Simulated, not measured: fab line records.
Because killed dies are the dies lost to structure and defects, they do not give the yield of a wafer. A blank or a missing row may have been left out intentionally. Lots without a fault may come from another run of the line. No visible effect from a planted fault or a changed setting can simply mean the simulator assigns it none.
What tool caused it?    flow sky130    36 wafers from 12 lots sampled at 4 of the route's 708 steps

WHAT THE GAUGES READ, wafer by wafer
SKY_VIA3_CD_MEAS_12: the cd target is 200 nm.
lot   measured      on         cd_nm (nm)
L880  day 39 05:01  cd_sem-02  198.8 198.3 198.5
L883  day 40 03:23  cd_sem-02  202.0 201.7 201.6
L884  day 40 07:53  cd_sem-02  199.5 197.6 198.1
L885  day 41 04:31  cd_sem-01  200.0 198.2 200.2
L886  day 41 09:08  cd_sem-01  202.9 202.4 201.9
L890  day 42 16:13  cd_sem-02  199.2 199.4 200.5
L892  day 42 21:20  cd_sem-01  198.8 197.9 198.8
L891  day 43 00:16  cd_sem-02  200.6 197.6 199.2
L894  day 43 18:22  cd_sem-01  199.8 199.6 199.7
L895  day 43 19:40  cd_sem-02  197.8 198.9 198.0
L897  day 44 06:49  cd_sem-01  200.4 200.3 201.2
L899  day 46 07:37  cd_sem-02  198.8 198.7 200.1

SKY_PASSIVATION_THK_MEAS_01.
lot   measured      on             PASSIVATION_CVD_00_THK (nm)
L880  day 43 11:55  film_metro-02  90.3 91.1 92.5
L883  day 44 07:24  film_metro-04  89.7 89.8 90.3
L884  day 44 13:34  film_metro-02  90.4 89.3 90.2
L885  day 45 06:35  film_metro-01  89.3 90.6 90.0
L886  day 45 09:46  film_metro-01  89.1 89.9 91.1
L890  day 46 13:06  film_metro-02  90.1 90.1 91.3
L892  day 46 17:32  film_metro-01  88.9 88.9 90.3
L891  day 46 18:47  film_metro-01  89.1 91.0 90.7
L894  day 47 11:13  film_metro-02  87.8 89.8 89.9
L895  day 47 13:04  film_metro-02  90.9 90.8 88.9
L897  day 47 22:50  film_metro-01  88.6 89.3 90.6
L899  day 49 16:56  film_metro-02  88.8 90.7 90.0

EACH LOT AND THE TOOL THAT RAN IT (in order: tool; ch and the chambers of the sampled wafers; start)
lot   SKY_VIA1_SPUTTER_20           SKY_VIA4_SPUTTER_17
L880  pvd_sputter-03, day 33 12:28  pvd_sputter-03, day 42 10:47
L883  pvd_sputter-02, day 34 11:00  pvd_sputter-04, day 43 07:27
L884  pvd_sputter-03, day 34 17:44  pvd_sputter-04, day 43 12:44
L885  pvd_sputter-04, day 35 13:11  pvd_sputter-04, day 44 07:30
L886  pvd_sputter-04, day 35 20:23  pvd_sputter-02, day 44 11:00
L890  pvd_sputter-03, day 37 05:53  pvd_sputter-03, day 45 14:58
L892  pvd_sputter-02, day 37 12:37  pvd_sputter-04, day 45 20:02
L891  pvd_sputter-03, day 37 14:54  pvd_sputter-03, day 45 20:59
L894  pvd_sputter-03, day 38 10:38  pvd_sputter-03, day 46 13:53
L895  pvd_sputter-02, day 38 12:14  pvd_sputter-02, day 46 15:35
L897  pvd_sputter-03, day 39 02:32  pvd_sputter-03, day 47 01:44
L899  pvd_sputter-04, day 41 09:38  pvd_sputter-04, day 48 22:04
- SKY_VIA1_SPUTTER_20: material TiN, target thk 20 nm, time 80 s.
- SKY_VIA4_SPUTTER_17: material TiN, target thk 20 nm, time 80 s.

AS READ BY THE TOOLS THEMSELVES (means over the sampled wafers that have a number; for cases with no such wafer, the mark the record gives instead)
SKY_VIA1_SPUTTER_20.
lot   tool            throttle_valve_pct (%)
L880  pvd_sputter-03  29.7
L883  pvd_sputter-02  29.7
L884  pvd_sputter-03  29.8
L885  pvd_sputter-04  31.4
L886  pvd_sputter-04  29.4
L890  pvd_sputter-03  31.0
L892  pvd_sputter-02  30.1
L891  pvd_sputter-03  29.6
L894  pvd_sputter-03  30.3
L895  pvd_sputter-02  30.3
L897  pvd_sputter-03  29.8
L899  pvd_sputter-04  30.4

SKY_VIA4_SPUTTER_17.
lot   tool            throttle_valve_pct (%)
L880  pvd_sputter-03  31.3
L883  pvd_sputter-04  30.8
L884  pvd_sputter-04  30.1
L885  pvd_sputter-04  30.7
L886  pvd_sputter-02  29.7
L890  pvd_sputter-03  30.4
L892  pvd_sputter-04  29.6
L891  pvd_sputter-03  30.9
L894  pvd_sputter-03  30.1
L895  pvd_sputter-02  28.7
L897  pvd_sputter-03  30.1
L899  pvd_sputter-04  31.4

THE ANSWER, worked out from the rows above alone
Rule: usual is defined by the lots themselves. Put in order of their means at a reading, lots are off if they are a third of the lots or fewer, leave a main group of 4 or more, and stand apart from it by a gap of 3 or more times the standard deviation of the main group's means; of several such gaps the widest counts. The tables above print the reading to a certain number of digits; a main group whose means all agree to those digits is not used. Also off: a lot with no number at a reading for which 4 or more lots have one. The other lots that the step has rows for count as sound. Order of review: gauges by route order, followed by the tools' own readings, for which a lot's mean as printed above is used. At the first step where some lot is off, the reading lying furthest off is the one used; lots without a number count as furthest.
None of the lots is off at any reading shown; this tells nothing.

WHAT THE SIMULATOR PUT IN
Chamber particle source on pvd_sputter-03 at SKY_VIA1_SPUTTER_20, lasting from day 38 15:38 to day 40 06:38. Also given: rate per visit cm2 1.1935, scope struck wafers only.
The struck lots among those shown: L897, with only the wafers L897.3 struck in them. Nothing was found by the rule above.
